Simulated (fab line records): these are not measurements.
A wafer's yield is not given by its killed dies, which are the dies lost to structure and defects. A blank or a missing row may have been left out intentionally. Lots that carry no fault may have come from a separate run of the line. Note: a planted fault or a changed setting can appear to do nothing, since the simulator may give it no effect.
fab line records | flow sky130
[record] lots = 13 | wafers = 39 | last-day = 50
route steps=708 shown VT_ADJUST_LVTN@106 SONOS_ONO@181 LDD_LDN@296 METAL1@436
lots that met no fault: from a run of the same line without faults
start-h: hours from the record's first day to the start of the lot's first wafer shown | wait-h: hours since the lot's step before | " repeats the value in the row above | L1.1+2: a single row standing in for several wafers | - no value, or no start given | * or withheld: withheld | < > ~ a bound
route shown NAME@n: a module of which the file shows steps, and the number in the route of the first | usual: mean/standard deviation of fault-free wafers | same: alike in all rows | chamber/n: place in a boat | sites: readings site by site | _std_site: the values' standard deviation | _edge_site: mean of outer sites minus mean of inner sites | radius-mm: for every site, how far away it sits from the centre of the wafer | mask NAME#n: copy n | behind: the tool/chamber that last shaped the wafer | hold: why the lot went on hold/how many hours it stayed there/how the hold came to an end | device: the transistor (n, p or np) that didn't switch | end of line: the tests these same wafers got at the end of their route | a step with no rows: only its recipe | killed: count of dies lost to structure and defects at first sort (not the wafer's yield) | map: per-die view of a wafer (x killed, . not killed, _ where there is no die)
set.NAME: the setting as run; set.NAME@STEP: as run at that earlier step | model.NAME: the simulator's own value behind a step, which no gauge read
steps of the route over a sample of lots; a table a step, a row a wafer
services: the hour from which a tool's chamber was out of use, counted from the record's first day as start-h (under 0 if before that day), plus the number of hours and why
[[steps]]
[step SKY_VT_ADJUST_LVTN_STRIP_09]
[recipe] chemistry = O2/N2 | power-w = 1400 | pressure-mtorr = 1500 | platen-temp-c = withheld | o2-flow-sccm = 3000 | n2-flow-sccm = 300 | overash-fraction = 0.5
[usual] drypump-motor-current-A = 5.4/0.42 | o2-flow-sccm = 3000/7.6 | oes-product-au = 0.722/0.0046 | strip-time-to-endpoint-s = 36.92/0.11
lot.wafer | tool            | chamber | start-h | wait-h | drypump-motor-current-A | o2-flow-sccm | oes-product-au | rf-hours-counter-h | strip-time-to-endpoint-s
L804.1    | plasma-asher-02 | 1       | 139.98  | 0.1    | 4.7                     | 3002         | 0.718          | 46                 | 36.96
L804.3    | "               | 0       | "       | "      | 5.8                     | 3006         | 0.726          | -                  | 36.97
L804.5    | "               | 0       | "       | "      | 5.9                     | 2998         | 0.722          | -                  | 37.00
L805.2    | plasma-asher-01 | 0       | 146.34  | 0.1    | 5.5                     | 2998         | 0.719          | 3                  | 36.82
L805.3    | "               | 1       | "       | "      | 5.5                     | 2995         | 0.721          | -                  | 37.06
L805.5    | "               | 1       | "       | "      | 5.5                     | 3007         | 0.725          | -                  | 36.97
L806.2    | plasma-asher-02 | 1       | 152.35  | 0.1    | 4.7                     | 2996         | 0.724          | 48                 | 36.83
L806.3    | "               | 1       | "       | "      | 4.7                     | 2986         | 0.718          | -                  | 36.84
L806.4    | "               | 0       | "       | "      | 5.9                     | 3008         | 0.721          | -                  | 36.89
L807.1    | plasma-asher-04 | 1       | 159.29  | 0.1    | 5.0                     | 3001         | 0.715          | 35                 | 36.58
L807.5    | "               | 0       | "       | "      | 5.6                     | 3004         | 0.723          | -                  | 36.61
L807.6    | "               | 1       | "       | "      | 5.0                     | 2992         | 0.718          | -                  | 36.68
L808.1    | plasma-asher-04 | 1       | 169.09  | 0.1    | 5.1                     | 3003         | 0.722          | 35                 | 36.92
L808.3    | "               | 0       | "       | "      | 5.6                     | 3008         | 0.716          | -                  | 37.02
L808.5    | "               | 0       | "       | "      | 5.6                     | 3011         | 0.729          | -                  | 36.88
L809.3    | plasma-asher-02 | 0       | 173.99  | 0.1    | 5.8                     | 3002         | 0.715          | -                  | 36.74
L809.4    | "               | 1       | "       | "      | 4.7                     | 3001         | 0.720          | -                  | 36.86
L809.6    | "               | 0       | "       | "      | 5.8                     | 3018         | 0.719          | -                  | 36.85
L810.1    | plasma-asher-01 | 1       | 181.70  | 0.1    | 5.5                     | 2994         | 0.727          | 6                  | 36.92
L810.2    | "               | 0       | "       | "      | 5.4                     | 3005         | 0.712          | 6                  | 36.99
L810.4    | "               | 1       | "       | "      | 5.5                     | 2986         | 0.721          | -                  | 36.99
L811.2    | plasma-asher-01 | 0       | 187.94  | 0.1    | 5.5                     | 3010         | 0.725          | 7                  | 36.93
L811.4    | "               | 1       | "       | "      | 5.5                     | 2990         | 0.728          | -                  | 36.90
L811.5    | "               | 0       | "       | "      | 5.5                     | 3010         | 0.721          | -                  | 36.86
L820.1    | plasma-asher-01 | 1       | 244.84  | 0.1    | 5.5                     | 3007         | 0.943          | 12                 | -
L820.2    | "               | 0       | "       | "      | 5.4                     | 3003         | 0.943          | 12                 | -
L820.5    | "               | 1       | "       | "      | 5.5                     | 2999         | 0.947          | -                  | -
L823.2    | plasma-asher-02 | 1       | 264.15  | 0.1    | 4.7                     | 2996         | 0.723          | 58                 | 36.90
L823.5    | "               | 0       | "       | "      | 5.9                     | 3008         | 0.726          | -                  | 36.96
L823.6    | "               | 1       | "       | "      | 4.7                     | 2992         | 0.731          | -                  | 36.90
L824.2    | plasma-asher-04 | 0       | 275.54  | 0.1    | 5.6                     | 2997         | 0.725          | 46                 | 37.09
L824.3    | "               | 0       | "       | "      | 5.7                     | 3001         | 0.719          | -                  | 37.00
L824.4    | "               | 1       | "       | "      | 5.0                     | 2991         | 0.722          | -                  | 37.03
L825.1    | plasma-asher-02 | 0       | 279.24  | 0.1    | 5.8                     | 2991         | 0.727          | 60                 | 36.84
L825.4    | "               | 0       | "       | "      | 5.9                     | 2997         | 0.729          | -                  | 36.88
L825.6    | "               | 1       | "       | "      | 4.7                     | 3006         | 0.725          | -                  | 36.91
L827.1    | plasma-asher-02 | 0       | 291.35  | 0.1    | 5.8                     | 3002         | 0.719          | 61                 | 36.95
L827.2    | "               | 1       | "       | "      | 4.7                     | 3001         | 0.725          | 61                 | 36.99
L827.3    | "               | 1       | "       | "      | 4.7                     | 2994         | 0.727          | -                  | 37.00
[step SKY_VT_ADJUST_LVTN_STRIP_20]
[recipe] chemistry = O2/N2 | power-w = 1400 | pressure-mtorr = 1500 | platen-temp-c = withheld | o2-flow-sccm = 3000 | n2-flow-sccm = 300 | overash-fraction = 0.5
[usual] drypump-motor-current-A = 5.4/0.42 | o2-flow-sccm = 3000/9.7 | oes-product-au = 0.716/0.0047 | strip-time-to-endpoint-s = 14.19/0.037
lot.wafer | tool            | chamber | start-h | wait-h | drypump-motor-current-A | o2-flow-sccm | oes-product-au | rf-hours-counter-h | strip-time-to-endpoint-s
L804.1    | plasma-asher-02 | 0       | 159.20  | 0.1    | 5.8                     | 2993         | 0.719          | 48                 | 14.22
L804.3    | "               | 0       | "       | "      | 5.9                     | 3009         | 0.713          | -                  | 14.20
L804.5    | "               | 1       | "       | "      | 4.7                     | 3002         | 0.715          | -                  | 14.19
L805.2    | plasma-asher-02 | 1       | 166.39  | 0.1    | 4.7                     | 3023         | 0.711          | 49                 | 14.16
L805.3    | "               | 1       | "       | "      | 4.7                     | 3006         | 0.711          | -                  | 14.19
L805.5    | "               | 1       | "       | "      | 4.7                     | 3012         | 0.714          | -                  | 14.18
L806.2    | plasma-asher-04 | 1       | 172.94  | 0.1    | 5.0                     | 3008         | 0.726          | 36                 | 14.19
L806.3    | "               | 0       | "       | "      | 5.6                     | 3010         | 0.711          | -                  | 14.18
L806.4    | "               | 1       | "       | "      | 5.0                     | 2987         | 0.712          | -                  | 14.20
L807.1    | plasma-asher-04 | 1       | 179.93  | 0.1    | 5.0                     | 3014         | 0.718          | 37                 | 14.19
L807.5    | "               | 0       | "       | "      | 5.6                     | 3005         | 0.710          | -                  | 14.15
L807.6    | "               | 1       | "       | "      | 5.1                     | 3003         | 0.715          | -                  | 14.18
L808.1    | plasma-asher-01 | 1       | 190.15  | 0.1    | 5.5                     | 2979         | 0.714          | 7                  | 14.21
L808.3    | "               | 1       | "       | "      | 5.5                     | 2985         | 0.725          | -                  | 14.27
L808.5    | "               | 1       | "       | "      | 5.5                     | 2987         | 0.723          | -                  | 14.21
L809.3    | plasma-asher-01 | 0       | 195.71  | 0.1    | 5.5                     | 3002         | 0.714          | -                  | 14.15
L809.4    | "               | 1       | "       | "      | 5.5                     | 3004         | 0.711          | -                  | 14.13
L809.6    | "               | 1       | "       | "      | 5.5                     | 3008         | 0.720          | -                  | 14.18
L810.1    | plasma-asher-01 | 1       | 204.00  | 0.1    | 5.5                     | 2996         | 0.718          | 9                  | 14.19
L810.2    | "               | 0       | "       | "      | 5.4                     | 2990         | 0.716          | 9                  | 14.19
L810.4    | "               | 0       | "       | "      | 5.4                     | 2995         | 0.720          | -                  | 14.23
L811.2    | plasma-asher-02 | 0       | 209.75  | 0.1    | 5.8                     | 3002         | 0.709          | 53                 | 14.25
L811.4    | "               | 1       | "       | "      | 4.7                     | 3000         | 0.714          | -                  | 14.24
L811.5    | "               | 0       | "       | "      | 5.9                     | 3007         | 0.723          | -                  | 14.24
L820.1    | plasma-asher-02 | 0       | 268.50  | 0.1    | 5.9                     | 2968         | 0.731          | 59                 | 32.44
L820.2    | "               | 1       | "       | "      | 4.7                     | 2993         | 0.722          | 59                 | 32.37
L820.5    | "               | 1       | "       | "      | 4.7                     | 3006         | 0.722          | -                  | 32.40
L823.2    | plasma-asher-01 | 0       | 289.58  | 0.1    | 5.5                     | 2991         | 0.705          | 16                 | 14.21
L823.5    | "               | 0       | "       | "      | 5.4                     | 2992         | 0.718          | -                  | 14.24
L823.6    | "               | 1       | "       | "      | 5.5                     | 2995         | 0.711          | -                  | 14.18
L824.2    | plasma-asher-02 | 0       | 300.34  | 0.1    | 5.9                     | 2991         | 0.713          | 62                 | 14.26
L824.3    | "               | 0       | "       | "      | 5.8                     | 2987         | 0.717          | -                  | 14.23
L824.4    | "               | 1       | "       | "      | 4.7                     | 3005         | 0.712          | -                  | 14.25
L825.1    | plasma-asher-01 | 0       | 304.38  | 0.1    | 5.5                     | 3011         | 0.716          | 18                 | 14.25
L825.4    | "               | 0       | "       | "      | 5.5                     | 2993         | 0.718          | -                  | 14.23
L825.6    | "               | 1       | "       | "      | 5.5                     | 3006         | 0.715          | -                  | 14.24
L827.1    | plasma-asher-04 | 0       | 316.65  | 0.1    | 5.6                     | 3009         | 0.723          | 50                 | 14.23
L827.2    | "               | 1       | "       | "      | 5.0                     | 3003         | 0.720          | 50                 | 14.18
L827.3    | "               | 0       | "       | "      | 5.6                     | 3000         | 0.713          | -                  | 14.18
[step SKY_VT_ADJUST_LVTN_TW_MEAS_21]
[usual] VT_ADJUST_LVTN_2_TW = 187.9/1.1
lot.wafer | tool          | chamber | start-h | wait-h | VT_ADJUST_LVTN_2_TW
L804.1    | film-metro-01 | -       | 159.30  | 0.1    | 187.1
L804.3    | "             | -       | "       | "      | 188.1
L804.5    | "             | -       | "       | "      | 187.6
L805.2    | film-metro-04 | -       | 166.50  | 0.1    | 189.2
L805.3    | "             | -       | "       | "      | 189.2
L805.5    | "             | -       | "       | "      | 188.3
L806.2    | film-metro-03 | -       | 173.05  | 0.1    | 187.4
L806.3    | "             | -       | "       | "      | 186.9
L806.4    | "             | -       | "       | "      | 186.9
L807.1    | film-metro-04 | -       | 180.03  | 0.1    | 189.4
L807.5    | "             | -       | "       | "      | 189.6
L807.6    | "             | -       | "       | "      | 188.8
L808.1    | film-metro-04 | -       | 190.25  | 0.1    | 189.8
L808.3    | "             | -       | "       | "      | 189.8
L808.5    | "             | -       | "       | "      | 189.0
L809.3    | film-metro-01 | -       | 195.80  | 0.1    | 187.3
L809.4    | "             | -       | "       | "      | 188.0
L809.6    | "             | -       | "       | "      | 187.8
L810.1    | film-metro-04 | -       | 204.10  | 0.1    | 190.1
L810.2    | "             | -       | "       | "      | 190.0
L810.4    | "             | -       | "       | "      | 190.6
L811.2    | film-metro-01 | -       | 209.86  | 0.1    | 186.9
L811.4    | "             | -       | "       | "      | 188.1
L811.5    | "             | -       | "       | "      | 188.3
L820.1    | film-metro-04 | -       | 268.60  | 0.1    | 30.1
L820.2    | "             | -       | "       | "      | 30.1
L820.5    | "             | -       | "       | "      | 30.3
L823.2    | film-metro-03 | -       | 289.69  | 0.1    | 186.8
L823.5    | "             | -       | "       | "      | 187.0
L823.6    | "             | -       | "       | "      | 186.0
L824.2    | film-metro-01 | -       | 300.45  | 0.1    | 189.2
L824.3    | "             | -       | "       | "      | 189.4
L824.4    | "             | -       | "       | "      | 188.9
L825.1    | film-metro-03 | -       | 304.48  | 0.1    | 186.9
L825.4    | "             | -       | "       | "      | 187.0
L825.6    | "             | -       | "       | "      | 186.9
L827.1    | film-metro-03 | -       | 316.75  | 0.1    | 186.2
L827.2    | "             | -       | "       | "      | 186.1
L827.3    | "             | -       | "       | "      | 186.4
[step SKY_SONOS_ONO_CD_MEAS_13]
[recipe] target-cd-nm = 410
[usual] cd-nm = 409.3/2.3
lot.wafer | tool      | chamber | start-h | wait-h | cd-nm
L804.1    | cd-sem-02 | -       | 278.70  | 0.1    | 411.5
L804.3    | "         | -       | "       | "      | 409.8
L804.5    | "         | -       | "       | "      | 410.0
L805.2    | cd-sem-02 | -       | 286.37  | 0.1    | 408.0
L805.3    | "         | -       | "       | "      | 408.9
L805.5    | "         | -       | "       | "      | 406.5
L806.2    | cd-sem-02 | -       | 293.23  | 0.3    | 411.5
L806.3    | "         | -       | "       | "      | 409.8
L806.4    | "         | -       | "       | "      | 409.1
L807.1    | cd-sem-01 | -       | 299.80  | 0.1    | 410.0
L807.5    | "         | -       | "       | "      | 410.1
L807.6    | "         | -       | "       | "      | 409.2
L808.1    | cd-sem-02 | -       | 310.55  | 0.1    | 411.6
L808.3    | "         | -       | "       | "      | 411.4
L808.5    | "         | -       | "       | "      | 411.0
L809.3    | cd-sem-02 | -       | 317.48  | 0.1    | 403.8
L809.4    | "         | -       | "       | "      | 403.8
L809.6    | "         | -       | "       | "      | 404.7
L811.2    | cd-sem-01 | -       | 336.72  | 0.1    | 412.9
L811.4    | "         | -       | "       | "      | 408.7
L811.5    | "         | -       | "       | "      | 410.8
L810.1    | cd-sem-02 | -       | 336.95  | 0.1    | 408.3
L810.2    | "         | -       | "       | "      | 408.6
L810.4    | "         | -       | "       | "      | 408.3
L820.1    | cd-sem-01 | -       | 410.94  | 0.1    | 411.0
L820.2    | "         | -       | "       | "      | 408.1
L820.5    | "         | -       | "       | "      | 407.7
L823.2    | cd-sem-02 | -       | 431.17  | 0.1    | 407.8
L823.5    | "         | -       | "       | "      | 408.5
L823.6    | "         | -       | "       | "      | 406.7
L824.2    | cd-sem-02 | -       | 444.17  | 0.1    | 409.7
L824.3    | "         | -       | "       | "      | 409.7
L824.4    | "         | -       | "       | "      | 409.9
L825.1    | cd-sem-01 | -       | 451.92  | 0.2    | 413.6
L825.4    | "         | -       | "       | "      | 410.4
L825.6    | "         | -       | "       | "      | 414.3
L827.1    | cd-sem-01 | -       | 463.94  | 0.1    | 407.6
L827.2    | "         | -       | "       | "      | 410.7
L827.3    | "         | -       | "       | "      | 409.2
[step SKY_LDD_LDN_OVL_MEAS_07]
[usual] LDD_LDN_OVL = 0.5/1.4
lot.wafer | tool       | chamber | start-h | wait-h | LDD_LDN_OVL[nm]
L804.1    | overlay-02 | -       | 529.59  | 0.1    | -1.4
L804.3    | "          | -       | "       | "      | 1.1
L804.5    | "          | -       | "       | "      | 0.1
L805.2    | overlay-02 | -       | 531.40  | 0.1    | 0.9
L805.3    | "          | -       | "       | "      | -0.2
L805.5    | "          | -       | "       | "      | 1.8
L806.2    | overlay-01 | -       | 543.85  | 0.1    | -2.0
L806.3    | "          | -       | "       | "      | -2.0
L806.4    | "          | -       | "       | "      | -4.6
L807.1    | overlay-02 | -       | 553.39  | 0.1    | 0.6
L807.5    | "          | -       | "       | "      | 0.9
L807.6    | "          | -       | "       | "      | 2.3
L808.1    | overlay-02 | -       | 559.54  | 0.1    | -0.3
L808.3    | "          | -       | "       | "      | -0.5
L808.5    | "          | -       | "       | "      | 0.7
L809.3    | overlay-01 | -       | 567.01  | 0.1    | 1.5
L809.4    | "          | -       | "       | "      | 2.0
L809.6    | "          | -       | "       | "      | -0.5
L810.1    | overlay-02 | -       | 595.09  | 0.1    | 1.2
L810.2    | "          | -       | "       | "      | -0.9
L810.4    | "          | -       | "       | "      | 0.9
L811.2    | overlay-02 | -       | 596.00  | 0.1    | 0.9
L811.4    | "          | -       | "       | "      | 1.9
L811.5    | "          | -       | "       | "      | 1.6
L820.1    | overlay-01 | -       | 658.29  | 0.1    | -0.2
L820.2    | "          | -       | "       | "      | -1.8
L820.5    | "          | -       | "       | "      | -0.8
L823.2    | overlay-01 | -       | 677.20  | 0.1    | -0.5
L823.5    | "          | -       | "       | "      | 0.5
L823.6    | "          | -       | "       | "      | 1.5
L824.2    | overlay-01 | -       | 693.90  | 0.1    | 0.4
L824.3    | "          | -       | "       | "      | -0.7
L824.4    | "          | -       | "       | "      | -1.5
L825.1    | overlay-02 | -       | 697.64  | 0.1    | 0.0
L825.4    | "          | -       | "       | "      | 0.8
L825.6    | "          | -       | "       | "      | 1.8
L827.1    | overlay-01 | -       | 709.09  | 0.1    | -0.5
L827.2    | "          | -       | "       | "      | 2.9
L827.3    | "          | -       | "       | "      | 2.7
[step SKY_METAL1_SPUTTER_02]
[recipe] material = AlCu | target-thk-nm = 250 | power-w = 10600 | time-s = 13.3 | chamber-pressure-pa = 0.4
[usual] throttle-valve-pct = 30.0/0.96
lot.wafer | tool           | chamber | start-h | wait-h | throttle-valve-pct
L804.1    | pvd-sputter-04 | -       | 738.37  | 0.0    | 29.2
L804.3    | "              | -       | "       | "      | 31.5
L804.5    | "              | -       | "       | "      | 31.3
L805.2    | pvd-sputter-04 | -       | 741.68  | 0.0    | 30.3
L805.3    | "              | -       | "       | "      | 28.5
L805.5    | "              | -       | "       | "      | 29.5
L806.2    | pvd-sputter-02 | -       | 749.53  | 0.0    | 28.9
L806.3    | "              | -       | "       | "      | 29.1
L806.4    | "              | -       | "       | "      | 30.3
L807.1    | pvd-sputter-01 | -       | 759.73  | 0.0    | 31.0
L807.5    | "              | -       | "       | "      | 31.2
L807.6    | "              | -       | "       | "      | 30.5
L808.1    | pvd-sputter-02 | -       | 765.33  | 0.0    | 29.6
L808.3    | "              | -       | "       | "      | 29.4
L808.5    | "              | -       | "       | "      | 30.3
L809.3    | pvd-sputter-04 | -       | 772.60  | 0.0    | 31.6
L809.4    | "              | -       | "       | "      | 28.2
L809.6    | "              | -       | "       | "      | 30.2
L810.1    | pvd-sputter-02 | -       | 808.05  | 0.0    | 29.8
L810.2    | "              | -       | "       | "      | 30.4
L810.4    | "              | -       | "       | "      | 28.9
L811.2    | pvd-sputter-01 | -       | 808.96  | 0.0    | 30.8
L811.4    | "              | -       | "       | "      | 29.2
L811.5    | "              | -       | "       | "      | 29.6
L820.1    | pvd-sputter-04 | -       | 856.43  | 0.0    | 29.3
L820.2    | "              | -       | "       | "      | 28.5
L820.5    | "              | -       | "       | "      | 30.6
L823.2    | pvd-sputter-04 | -       | 873.80  | 0.0    | 29.4
L823.5    | "              | -       | "       | "      | 30.5
L823.6    | "              | -       | "       | "      | 28.5
L824.2    | pvd-sputter-04 | -       | 888.79  | 0.0    | 30.5
L824.3    | "              | -       | "       | "      | 29.4
L824.4    | "              | -       | "       | "      | 31.5
L825.1    | pvd-sputter-04 | -       | 891.28  | 0.0    | 30.6
L825.4    | "              | -       | "       | "      | 29.2
L825.6    | "              | -       | "       | "      | 29.5
L827.1    | pvd-sputter-01 | -       | 903.14  | 0.0    | 31.2
L827.2    | "              | -       | "       | "      | 30.8
L827.3    | "              | -       | "       | "      | 29.6
[[services]]
tool            | chamber | start-h | hours | kind
plasma-asher-04 | -       | 140.67  | 2.8   | pm
plasma-asher-02 | -       | 203.82  | 4.0   | pm
plasma-asher-02 | -       | 211.80  | 1.2   | repair
plasma-asher-01 | -       | 232.03  | 2.3   | repair
plasma-asher-02 | -       | 303.53  | 2.1   | repair
pvd-sputter-02  | -       | 337.59  | 19.6  | repair
pvd-sputter-02  | -       | 368.87  | 1.1   | repair
pvd-sputter-01  | -       | 380.75  | 3.6   | repair
plasma-asher-02 | -       | 442.47  | 2.1   | repair
plasma-asher-02 | -       | 452.42  | 1.6   | repair
pvd-sputter-04  | -       | 462.64  | 1.5   | repair
plasma-asher-04 | -       | 471.13  | 0.5   | repair
plasma-asher-01 | -       | 487.77  | 3.3   | repair
pvd-sputter-04  | -       | 498.28  | 4.9   | repair
plasma-asher-01 | -       | 547.51  | 7.4   | repair
plasma-asher-04 | -       | 597.72  | 28.1  | pm
plasma-asher-04 | -       | 633.35  | 1.0   | repair
plasma-asher-04 | -       | 639.15  | 8.6   | repair
plasma-asher-04 | -       | 710.25  | 3.0   | repair
plasma-asher-02 | -       | 733.75  | 9.0   | pm
plasma-asher-01 | -       | 738.37  | 2.1   | repair
plasma-asher-01 | -       | 761.39  | 0.6   | repair
plasma-asher-02 | -       | 822.15  | 2.8   | pm
pvd-sputter-04  | -       | 880.99  | 3.0   | repair
[[key]]
[first-sign] step = SKY_VT_ADJUST_LVTN_STRIP_09 | reading = oes-product-au | direction = up | sigmas = 48 | usual = 0.722 | struck = 0.944
[effect] step = SKY_VT_ADJUST_LVTN_STRIP_20 | reading = strip-time-to-endpoint-s | direction = up | sigmas = 99+ | usual = * | struck = *
[effect] step = SKY_VT_ADJUST_LVTN_TW_MEAS_21 | reading = VT_ADJUST_LVTN_2_TW | direction = down | sigmas = 99+ | usual = 187.9 | struck = 30.2
met-at SKY_VT_ADJUST_LVTN_STRIP_09
struck-lots L820
sort-left-out L820.1,L820.2,L820.5
tester-left-out L820
not-acting-at SKY_SONOS_ONO_CD_MEAS_13,SKY_LDD_LDN_OVL_MEAS_07,SKY_METAL1_SPUTTER_02
onset-between 187.94 244.84
[fault] kind = strip-aborted | tool = plasma-asher-01 | chamber = - | onset-h = 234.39 | steps = SKY_VT_ADJUST_LVTN_STRIP_09 | offset = 0.6592 | end-h = 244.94
// tester-left-out: of these lots the tester's yield and bins aren't shown, on N5 and GAA mostly nor the transistor test; their killed dies are dies lost to structure and defects alone, not to doping, threshold or leakage, so they don't give the yield
// sort-left-out: the simulated sort isn't trusted on such a fault, so these wafers' sort isn't shown, and their yield isn't known
